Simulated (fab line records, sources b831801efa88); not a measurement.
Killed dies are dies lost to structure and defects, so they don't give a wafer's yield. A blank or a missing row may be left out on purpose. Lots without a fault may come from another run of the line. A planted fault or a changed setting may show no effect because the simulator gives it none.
A struck lot beside a sound one | flow sky130 | 18 steps out of a route of 708
Sound: wafers L814.2, L814.3, L814.6. Struck: wafer L824.5. (L824.4 of the same lot was not struck and is left out.) The cause comes at the end.
At each step with rows: each side's tool, then ch and its chambers, then its first start. Under that, the readings that differ: sound wafers | struck wafers | difference of the means | sigmas: that difference in standard deviations of wafers without a fault.
alike: readings whose means differ by less than 2 such deviations, and words and numbers that are the same on both sides. not compared: withheld readings, readings that some wafer has no value for, bounds like >300 that may hide the same value, and numbers for which the record gives no deviation and whose values overlap.
The two part at a step that has a row with sigmas, a row that says differs or no value, or rows on one side only. Numbers that don't overlap but have no deviation are shown without sigmas and don't part them. A reading that every wafer of one side lacks parts them only if that side has two wafers or more.

SKY_CONTACT_CMP_04: polishes SiO2.
  sound on cmp-02 ch 0,1,2, day 30 15:14; struck on cmp-02 ch 0, day 34 02:16
  alike: motor_current_A, retaining_ring_pressure_frac, time_to_endpoint_s
SKY_CONTACT_BOW_MEAS_05:
  sound on film_metro-02, day 30 15:30; struck on film_metro-04, day 34 02:32
  alike: CONTACT_BOW
then, 8 steps without rows for these wafers: SKY_CONTACT_DEHYDRATE_06 (time 60 s); SKY_CONTACT_HMDS_07 (prime time 60 s); SKY_CONTACT_COAT_08 (resist thk 60 nm); SKY_CONTACT_COAT_09 (resist thk 450 nm); SKY_CONTACT_SOFTBAKE_10 (time 90 s); SKY_CONTACT_EXPOSE_11 (exposes mask CTM1, target cd 170 nm); SKY_CONTACT_PEB_12; SKY_CONTACT_DEVELOP_13 (develop time 60 s).
SKY_CONTACT_CD_MEAS_14: target cd 170 nm.
  sound on cd_sem-02, day 31 18:21; struck on cd_sem-01, day 35 04:33
  alike: cd_nm
SKY_CONTACT_OVL_MEAS_15:
  sound on overlay-01, day 31 18:28; struck on overlay-02, day 35 04:37
  reading          | sound    | struck | difference | sigmas
  CONTACT_OVL (nm) | -3 -6 -7 | 5      | +10        | +2
SKY_CONTACT_ETCH_16: etches BARC in N2/H2, stops on SiO2, time 45.9 s, target depth 60 nm.
  sound on rie_diel-03 ch 0,2,3, day 31 18:29; struck on rie_diel-03 ch 2, day 35 04:38
  reading                                        | sound             | struck | difference | sigmas
  oes_product_au (a.u.)                          | 0.853 0.860 0.852 | 0.799  | -0.056     | -11
  model.KrF-thick_of_CONTACT_COAT_09.thk_nm (nm) | 393.8 392.2 394.2 | 406.9  | +13.5      |
  model.etch.depth_nm (nm)                       | 59.95 59.98 59.88 | 53.24  | -6.70      |
  model.CONTACT.cd_nm (nm)                       | 168.2 169.1 169.3 | 165.1  | -3.8       |
  alike: drypump_motor_current_A, throttle_valve_pct
  not compared: rf_hours_counter_h
SKY_CONTACT_ETCH_17: etches SiO2 in C4F8/O2/Ar, stops on Si3N4, target depth 340 nm.
  sound on rie_diel-03 ch 0,2,3, day 31 18:32; struck on rie_diel-03 ch 2, day 35 04:41
  alike: oes_product_au
SKY_CONTACT_ETCH_18: etches Si3N4 in CHF3/O2, stops on TiN, time 39 s, target depth 75 nm.
  sound on rie_diel-03 ch 0,2,3; struck on rie_diel-03 ch 2
  reading                                        | sound             | struck | difference | sigmas
  throttle_valve_pct (%)                         | 8.787 8.802 8.792 | 8.767  | -0.027     | -3
  model.KrF-thick_of_CONTACT_COAT_09.thk_nm (nm) | 244.3 241.9 250.4 | 256.1  | +10.6      |
  model.CONTACT.cd_nm (nm)                       | 167.2 168.9 169.1 | 164    | -4         |
  alike: drypump_motor_current_A, oes_product_au
  not compared: rf_hours_counter_h
SKY_CONTACT_STRIP_19: strips in O2/N2.
  sound on plasma_asher-04 ch 0,1, day 31 18:37; struck on plasma_asher-01 ch 1, day 35 04:49
  reading                      | sound             | struck | difference | sigmas
  drypump_motor_current_A (A)  | 5.3 5.1 5.2       | 6.1    | +0.9       | +2
  oes_product_au (a.u.)        | 0.377 0.380 0.385 | 0.393  | +0.012     | +3
  strip_time_to_endpoint_s (s) | 3.63 3.61 3.69    | 3.76   | +0.12      | +2
  not compared: rf_hours_counter_h
then, 1 step without rows for these wafers: SKY_CONTACT_STRIP_20 (strips in post etch residue remover, time 1200 s).
-- the record jumps here: 13 days lie between the struck wafers' starts before and after (it left off in module CONTACT and takes up again in module PAD_OPEN, whose first step shown is number 708 of the route) --
SKY_PAD_OPEN_PROBE_99:
  sound on prober-02, day 45 20:56; struck on prober-01, day 48 08:48
  reading                       | sound             | struck | difference | sigmas
  model.etest.mcon_chain.rc_ohm | 16.53 17.55 17.56 | 28.2   | +11.0      |
  alike: killed_at_M0_to_M3, killed_at_M4_up, killed_at_contacts, killed_at_front_end, killed_at_other, killed_dies, killed_open, killed_short

WHERE THEY PART
First at SKY_CONTACT_OVL_MEAS_15; last, within this record, at SKY_CONTACT_STRIP_19. Later steps at which nothing parts them and some readings are alike: SKY_PAD_OPEN_PROBE_99.

WHY: what the simulator had put in
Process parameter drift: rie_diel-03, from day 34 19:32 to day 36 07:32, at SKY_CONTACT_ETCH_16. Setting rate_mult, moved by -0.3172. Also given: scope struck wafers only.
